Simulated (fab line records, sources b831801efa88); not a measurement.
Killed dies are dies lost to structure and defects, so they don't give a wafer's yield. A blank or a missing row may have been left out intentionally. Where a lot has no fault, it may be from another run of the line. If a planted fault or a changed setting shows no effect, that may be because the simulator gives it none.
Chamber matching || flow sky130 || SKY_FIELD_ISO_CMP_27 on cmp-02: 4 sister chambers
The step polishes, stops on Si3N4, t overpolish 16 s, target thk 457.8 nm. 7 wafers are shown with their chamber, then 8 later ones without.

== EACH WAFER AND ITS CHAMBER ==
{"wafer": "L654.5", "chamber": 0, "motor current A (A)": 11.7, "overpolish run s (s)": 15.996}
{"wafer": "L655.2", "chamber": 1, "motor current A (A)": 11.7, "overpolish run s (s)": 15.995}
{"wafer": "L655.6", "chamber": 0, "motor current A (A)": 11.8, "overpolish run s (s)": 15.999}
{"wafer": "L657.1", "chamber": 3, "motor current A (A)": 13.2, "overpolish run s (s)": 15.999}
{"wafer": "L657.4", "chamber": 2, "motor current A (A)": 12.2, "overpolish run s (s)": 16.000}
{"wafer": "L657.6", "chamber": 3, "motor current A (A)": 13.4, "overpolish run s (s)": 15.993}
{"wafer": "L665.1", "chamber": 2, "motor current A (A)": 12.8, "overpolish run s (s)": 16.000}

== WAFERS WITHOUT THEIR CHAMBER ==
{"wafer": "L665.4", "motor current A (A)": 13.3, "overpolish run s (s)": 15.998}
{"wafer": "L665.6", "motor current A (A)": 13.0, "overpolish run s (s)": 15.995}
{"wafer": "L667.1", "motor current A (A)": 13.0, "overpolish run s (s)": 16.008}
{"wafer": "L667.3", "motor current A (A)": 13.3, "overpolish run s (s)": 16.018}
{"wafer": "L667.4", "motor current A (A)": 11.8, "overpolish run s (s)": 15.995}
{"wafer": "L668.2", "motor current A (A)": 11.6, "overpolish run s (s)": 16.016}
{"wafer": "L668.5", "motor current A (A)": 12.7, "overpolish run s (s)": 15.998}
{"wafer": "L668.6", "motor current A (A)": 11.8, "overpolish run s (s)": 16.004}

== CHAMBER TAKEN BY EACH ==
{"wafer": "L665.4", "from the rows above": 3, "in truth": 3}
{"wafer": "L665.6", "from the rows above": "can't be placed: 3 or 2", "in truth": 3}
{"wafer": "L667.1", "from the rows above": "can't be placed: 2 or 3", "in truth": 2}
{"wafer": "L667.3", "from the rows above": "can't be placed: 2 or 3", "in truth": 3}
{"wafer": "L667.4", "from the rows above": "can't be placed: 1 or 0", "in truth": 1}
{"wafer": "L668.2", "from the rows above": "can't be placed: 0 or 2 or 1", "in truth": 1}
{"wafer": "L668.5", "from the rows above": "can't be placed: 2 or 3", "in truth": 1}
{"wafer": "L668.6", "from the rows above": "can't be placed: 0 or 2 or 1", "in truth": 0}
Placed correctly: 1 of 8. Can't be placed from these rows: 7 (the true chamber is among the candidates in 6). Wrongly placed: 0.
How it was worked out, from the rows above alone: a wafer's distance from a chamber is the root of the sum, over the readings, of the square of ((its reading less the chamber's mean) divided by the reading's scatter). If the next closest chamber is less than 2 further off than the closest, the wafer can't be placed; otherwise it belongs to the closest. Each chamber's mean is taken over the wafers shown for it. How the scatter is found: for the shown wafers, subtract from each reading the mean of its chamber, square and add these, divide the total by (wafers less chambers), then take the root.
